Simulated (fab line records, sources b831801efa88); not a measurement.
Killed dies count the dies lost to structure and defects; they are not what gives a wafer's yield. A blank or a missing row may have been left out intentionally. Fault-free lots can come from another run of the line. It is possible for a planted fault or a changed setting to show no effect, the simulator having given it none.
A struck lot beside a sound one	flow sky130	15 out of 708 route steps
Sound: these wafers, L389.2, L389.5, L389.6. Struck: wafer L398.1. (L398.2, L398.5 of the same lot were not struck and are left out.) The cause comes at the end.
At each step with rows: each side's tool, then ch and its chambers, then its first start. Under that, the readings that differ: sound wafers	struck wafers	difference of the means	sigmas: that difference in standard deviations of wafers without a fault.
alike: readings with means less than 2 such deviations apart, plus words and numbers identical on both sides. not compared: withheld readings, readings lacking a value on some wafer, bounds such as >300 that could conceal the same value, and numbers that have no deviation in the record and whose values overlap.
Wherever a step has rows on one side only, a row that says differs or no value, or a row with sigmas, the two part there. When numbers do not overlap yet have no deviation, they are printed without sigmas and do not part them. Lack of a reading on every wafer of one side parts them only where that side has two or more wafers.

first, 2 steps without rows for these wafers: SKY_METAL5_HMDS_08 (prime time 60 s); SKY_METAL5_COAT_09 (resist thk 1800 nm).
SKY_METAL5_SOFTBAKE_10: time 61.79 s.
  sound on lithoTrack-03 ch 0, day 44 05:55; struck on lithoTrack-04 ch 0, day 46 11:10
  alike: plateSensorTCentreC, plateSensorTEdgeC
then, 3 steps without rows for these wafers: SKY_METAL5_EXPOSE_11 (exposes mask MM5, target cd 1600 nm); SKY_METAL5_PEB_12; SKY_METAL5_DEVELOP_13 (develop time 60 s).
SKY_METAL5_DESCUM_14: chemistry O2, time 11 s.
  sound on rieMetal-01 ch 0,1, day 44 16:44; struck on rieMetal-01 ch 1, day 46 21:22
  alike: drypumpMotorCurrentA, oesProductAu
  not compared: rfHoursCounterH
SKY_METAL5_METAL_ETCH_15: etches the open film in Cl2/BCl3, stops on SiO2, target depth 1260 nm, time 252 s.
  sound on rieMetal-01 ch 0,1, day 44 16:47; struck on rieMetal-01 ch 1, day 46 21:25
  alike: drypumpMotorCurrentA, mfcCl2Sccm, oesProductAu, throttleValvePct
  not compared: rfHoursCounterH
SKY_METAL5_STRIP_16: strips in O2/N2.
  sound on plasmaAsher-03 ch 0,1, day 44 17:01; struck on plasmaAsher-03 ch 1, day 46 21:38
  alike: drypumpMotorCurrentA, oesProductAu, stripTimeToEndpointS
  not compared: rfHoursCounterH
then, 3 steps without rows for these wafers: SKY_METAL5_STRIP_17 (strips in post etch residue remover, time 1200 s); SKY_METAL5_CLEAN_18 (cleans in IPA, time 180 s); SKY_METAL5_CLEAN_19 (cleans in O3/DIW).
SKY_PASSIVATION_CVD_00: deposits SiO2, target thk 90 nm.
  sound on pecvd-04 ch 1,2, day 44 17:39; struck on pecvd-03 ch 0, day 46 22:14
  alike: heaterPowerW
SKY_PASSIVATION_THK_MEAS_01:
  sound: filmMetro-04 at day 44 17:41; struck: filmMetro-02 at day 46 22:16
reading	sound	struck	difference	sigmas
PASSIVATION_CVD_00_THK (nm)	89.7 91.1 90.4	75.4	-15.0	-12
SKY_PASSIVATION_CVD_02: deposits Si3N4, target thk 540 nm.
  sound on pecvd-02 ch 0,1,2, day 44 17:44; struck on pecvd-04 ch 2, day 46 22:19
  alike: heaterPowerW

== WHERE THEY PART ==
Within this record, at SKY_PASSIVATION_THK_MEAS_01 only. Later steps at which nothing parts them and some readings are alike: SKY_PASSIVATION_CVD_02.

WHY: what the simulator had put in
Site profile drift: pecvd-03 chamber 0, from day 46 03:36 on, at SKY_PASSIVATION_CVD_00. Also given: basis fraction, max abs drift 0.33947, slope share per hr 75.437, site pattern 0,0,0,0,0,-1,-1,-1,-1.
